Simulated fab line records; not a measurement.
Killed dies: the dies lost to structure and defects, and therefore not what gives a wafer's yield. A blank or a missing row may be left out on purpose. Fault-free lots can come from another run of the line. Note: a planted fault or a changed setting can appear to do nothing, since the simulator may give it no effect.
What tool caused it? + flow sky130 + 11 lots with 33 wafers sampled at 6 steps, on a route of 708 steps

== WHAT EACH GAUGE READ, for each wafer ==
SKY_RES_PROTECT_TW_MEAS_08. Usual: POLY_GATE_TW gives 4028 (standard deviation 22).
| lot  | measured     | on            | POLY_GATE_TW   | flag |
|------|--------------|---------------|----------------|------|
| L110 | day 15 00:55 | film-metro-02 | 4067 4058 4069 |      |
| L112 | day 15 14:56 | film-metro-03 | 3991 4010 4039 |      |
| L113 | day 16 08:17 | film-metro-04 | 3986 4016 3990 |      |
| L118 | day 18 02:22 | film-metro-03 | 3633 3637 3637 | OFF  |
| L120 | day 18 18:14 | film-metro-03 | 3641 3624 3649 | OFF  |
| L127 | day 21 07:29 | film-metro-03 | 4005 3995 3989 |      |
| L128 | day 21 15:08 | film-metro-04 | 4001 4024 4013 |      |
| L130 | day 22 10:25 | film-metro-04 | 4021 4012 4030 |      |
| L131 | day 22 12:36 | film-metro-02 | 4039 4026 4057 |      |
| L132 | day 23 02:14 | film-metro-04 | 4024 4049 4051 |      |
| L133 | day 23 07:50 | film-metro-04 | 4033 4020 4054 |      |

SKY_LDD_P_CD_MEAS_07: target cd 380 nm. Usual: 379.6 nm for cd-nm, sd 2.8.
| lot  | measured     | on        | cd-nm (nm)        | flag |
|------|--------------|-----------|-------------------|------|
| L110 | day 18 19:47 | cd-sem-02 | 377.7 380.8 376.0 |      |
| L112 | day 19 13:01 | cd-sem-01 | 376.7 377.6 378.3 |      |
| L113 | day 20 09:08 | cd-sem-02 | 375.0 375.1 376.1 |      |
| L118 | day 22 04:26 | cd-sem-02 | 384.4 383.6 380.1 |      |
| L120 | day 22 23:45 | cd-sem-02 | 383.0 384.7 383.5 |      |
| L127 | day 25 08:13 | cd-sem-01 | 379.5 380.0 380.4 |      |
| L128 | day 25 15:09 | cd-sem-01 | 382.6 382.6 383.7 |      |
| L130 | day 26 07:58 | cd-sem-02 | 381.0 379.6 382.2 |      |
| L131 | day 26 14:46 | cd-sem-01 | 379.1 377.6 378.1 |      |
| L132 | day 27 01:41 | cd-sem-02 | 379.2 379.2 379.5 |      |
| L133 | day 27 05:41 | cd-sem-02 | 378.2 377.6 380.3 |      |

SKY_SD_P_CD_MEAS_07: target cd 380 nm. Usual: 379.4 nm for cd-nm, sd 2.4.
| lot  | measured     | on        | cd-nm (nm)        | flag |
|------|--------------|-----------|-------------------|------|
| L110 | day 25 08:28 | cd-sem-01 | 380.4 377.3 376.6 |      |
| L112 | day 26 02:31 | cd-sem-01 | 377.4 377.5 378.5 |      |
| L113 | day 26 20:20 | cd-sem-01 | 381.9 380.6 382.7 |      |
| L118 | day 28 12:13 | cd-sem-02 | 381.6 380.9 381.6 |      |
| L120 | day 29 04:57 | cd-sem-02 | 378.1 376.7 380.8 |      |
| L127 | day 31 09:19 | cd-sem-01 | 378.2 378.8 380.1 |      |
| L128 | day 31 15:05 | cd-sem-02 | 381.7 381.3 381.2 |      |
| L130 | day 32 07:10 | cd-sem-01 | 379.4 378.6 378.8 |      |
| L131 | day 32 14:43 | cd-sem-01 | 374.9 375.1 377.5 |      |
| L132 | day 32 22:02 | cd-sem-02 | 378.5 379.2 382.2 |      |
| L133 | day 33 02:46 | cd-sem-02 | 383.0 378.9 381.4 |      |

== TOOL THAT RAN EACH LOT (tool first, then ch and the chambers of the sampled wafers, then the start) ==
| lot  | SKY_POLY_GATE_IMPLANT_02        | SKY_RES_PROTECT_STRIP_07             | SKY_LDD_LDN_STRIP_12                 |
|------|---------------------------------|--------------------------------------|--------------------------------------|
| L110 | implanter-01 ch 0, day 15 00:40 | plasma-asher-02 ch 0,1, day 15 00:49 | plasma-asher-01 ch 0,1, day 22 18:28 |
| L112 | implanter-02 ch 0, day 15 14:43 | plasma-asher-03 ch 0,1, day 15 14:51 | plasma-asher-01 ch 0,1, day 23 11:41 |
| L113 | implanter-01 ch 0, day 16 08:03 | plasma-asher-02 ch 1, day 16 08:11   | plasma-asher-01 ch 0,1, day 24 06:43 |
| L118 | implanter-02 ch 0, day 18 02:07 | plasma-asher-02 ch 0,1, day 18 02:16 | plasma-asher-02 ch 0,1, day 25 23:31 |
| L120 | implanter-02 ch 0, day 18 17:59 | plasma-asher-02 ch 0,1, day 18 18:07 | plasma-asher-04 ch 0,1, day 26 18:07 |
| L127 | implanter-02 ch 0, day 21 07:16 | plasma-asher-03 ch 0,1, day 21 07:24 | plasma-asher-02 ch 0,1, day 29 00:12 |
| L128 | implanter-02 ch 0, day 21 14:53 | plasma-asher-04 ch 0,1, day 21 15:01 | plasma-asher-01 ch 0,1, day 29 06:09 |
| L130 | implanter-03 ch 0, day 22 10:10 | plasma-asher-04 ch 0,1, day 22 10:19 | plasma-asher-02 ch 1, day 29 22:31   |
| L131 | implanter-02 ch 0, day 22 12:23 | plasma-asher-02 ch 0,1, day 22 12:31 | plasma-asher-01 ch 0,1, day 30 05:11 |
| L132 | implanter-02 ch 0, day 23 01:59 | plasma-asher-03 ch 0,1, day 23 02:07 | plasma-asher-01 ch 0,1, day 30 13:56 |
| L133 | implanter-02 ch 0, day 23 07:35 | plasma-asher-03 ch 0,1, day 23 07:44 | plasma-asher-01 ch 0,1, day 30 19:28 |
- SKY_POLY_GATE_IMPLANT_02
- SKY_RES_PROTECT_STRIP_07: strips in O2/N2.
- SKY_LDD_LDN_STRIP_12: strips in O2/N2.

== AS READ BY THE TOOLS THEMSELVES (means over the sampled wafers that have a number; for cases with no such wafer, the mark the record gives instead) ==
SKY_POLY_GATE_IMPLANT_02. Usual: beam-on-s 34 s, standard deviation 5.4; dose-ions-cm2 7.7e+15, standard deviation 9.9e+12; end-station-pressure-torr 1.14e-05 Torr, standard deviation 1.7e-06.
| lot  | tool         | beam-on-s (s) | dose-ions-cm2 | end-station-pressure-torr (Torr) | flag |
|------|--------------|---------------|---------------|----------------------------------|------|
| L110 | implanter-01 | 37            | 7.7e+15       | 1.07e-05                         |      |
| L112 | implanter-02 | 29            | 7.7e+15       | 1.26e-05                         |      |
| L113 | implanter-01 | 36            | 7.7e+15       | 9.93e-06                         |      |
| L118 | implanter-02 | 11            | 2.8e+15       | 1.71e-05                         | OFF  |
| L120 | implanter-02 | 11            | 2.8e+15       | 1.65e-05                         | OFF  |
| L127 | implanter-02 | 29            | 7.7e+15       | 1.30e-05                         |      |
| L128 | implanter-02 | 29            | 7.7e+15       | 1.33e-05                         |      |
| L130 | implanter-03 | 42            | 7.7e+15       | 9.30e-06                         |      |
| L131 | implanter-02 | 28            | 7.7e+15       | 1.35e-05                         |      |
| L132 | implanter-02 | 29            | 7.7e+15       | 1.29e-05                         |      |
| L133 | implanter-02 | 29            | 7.7e+15       | 1.36e-05                         |      |

SKY_RES_PROTECT_STRIP_07. Usual: drypump-motor-current-A 5.9 A, standard deviation 0.39; oes-product-au 0.518 a.u., standard deviation 0.0047; strip-time-to-endpoint-s 23.30 s, standard deviation 0.048.
| lot  | tool            | drypump-motor-current-A (A) | oes-product-au (a.u.) | strip-time-to-endpoint-s (s) | flag |
|------|-----------------|-----------------------------|-----------------------|------------------------------|------|
| L110 | plasma-asher-02 | 6.2                         | 0.519                 | 23.28                        |      |
| L112 | plasma-asher-03 | 5.7                         | 0.517                 | 23.25                        |      |
| L113 | plasma-asher-02 | 5.8                         | 0.521                 | 23.27                        |      |
| L118 | plasma-asher-02 | 6.0                         | 0.579                 | 19.36                        | OFF  |
| L120 | plasma-asher-02 | 6.2                         | 0.578                 | 19.35                        | OFF  |
| L127 | plasma-asher-03 | 6.0                         | 0.514                 | 23.30                        |      |
| L128 | plasma-asher-04 | 5.6                         | 0.512                 | 23.27                        |      |
| L130 | plasma-asher-04 | 5.7                         | 0.522                 | 23.41                        |      |
| L131 | plasma-asher-02 | 6.2                         | 0.519                 | 23.32                        |      |
| L132 | plasma-asher-03 | 5.7                         | 0.517                 | 23.33                        |      |
| L133 | plasma-asher-03 | 5.7                         | 0.517                 | 23.24                        |      |

SKY_LDD_LDN_STRIP_12. Usual: drypump-motor-current-A 5.6 A, standard deviation 0.43; oes-product-au 0.716 a.u., standard deviation 0.0044; strip-time-to-endpoint-s 14.19 s, standard deviation 0.046.
| lot  | tool            | drypump-motor-current-A (A) | oes-product-au (a.u.) | strip-time-to-endpoint-s (s) | flag |
|------|-----------------|-----------------------------|-----------------------|------------------------------|------|
| L110 | plasma-asher-01 | 5.4                         | 0.715                 | 14.27                        |      |
| L112 | plasma-asher-01 | 5.2                         | 0.714                 | 14.21                        |      |
| L113 | plasma-asher-01 | 5.4                         | 0.716                 | 14.20                        |      |
| L118 | plasma-asher-02 | 6.2                         | 0.713                 | 14.18                        |      |
| L120 | plasma-asher-04 | 5.5                         | 0.712                 | 14.21                        |      |
| L127 | plasma-asher-02 | 6.0                         | 0.715                 | 14.21                        |      |
| L128 | plasma-asher-01 | 5.3                         | 0.713                 | 14.17                        |      |
| L130 | plasma-asher-02 | 5.8                         | 0.718                 | 14.20                        |      |
| L131 | plasma-asher-01 | 5.2                         | 0.714                 | 14.17                        |      |
| L132 | plasma-asher-01 | 5.5                         | 0.714                 | 14.21                        |      |
| L133 | plasma-asher-01 | 5.4                         | 0.718                 | 14.21                        |      |

== THE ANSWER, worked out from the rows above alone ==
Rule: take the mean of a lot's wafers that have a number; if it is more than 3 standard deviations from the usual mean, the lot is off. Also off: a lot with no number at a reading for which 4 or more lots have one. Any other lot the step has rows for is counted as sound. Order of review: gauges by route order, followed by the tools' own readings, for which a lot's mean as printed above is used. The first step at which some lot is off is used, and at that step the reading that is off furthest; a lot without a number counts as furthest.
Off: at SKY_RES_PROTECT_TW_MEAS_08 (POLY_GATE_TW), L118, L120.
If a tool, at a process step before that reading, ran all the lots that are off and no sound lot after the first of them, it fits. Not tried: the gauges at SKY_RES_PROTECT_TW_MEAS_08; whatever is off there is also off at SKY_POLY_GATE_IMPLANT_02, on other tools, and gauge error can't account for it. Not one of the candidates tried fits.

== WHAT THE SIMULATOR HAD PUT IN ==
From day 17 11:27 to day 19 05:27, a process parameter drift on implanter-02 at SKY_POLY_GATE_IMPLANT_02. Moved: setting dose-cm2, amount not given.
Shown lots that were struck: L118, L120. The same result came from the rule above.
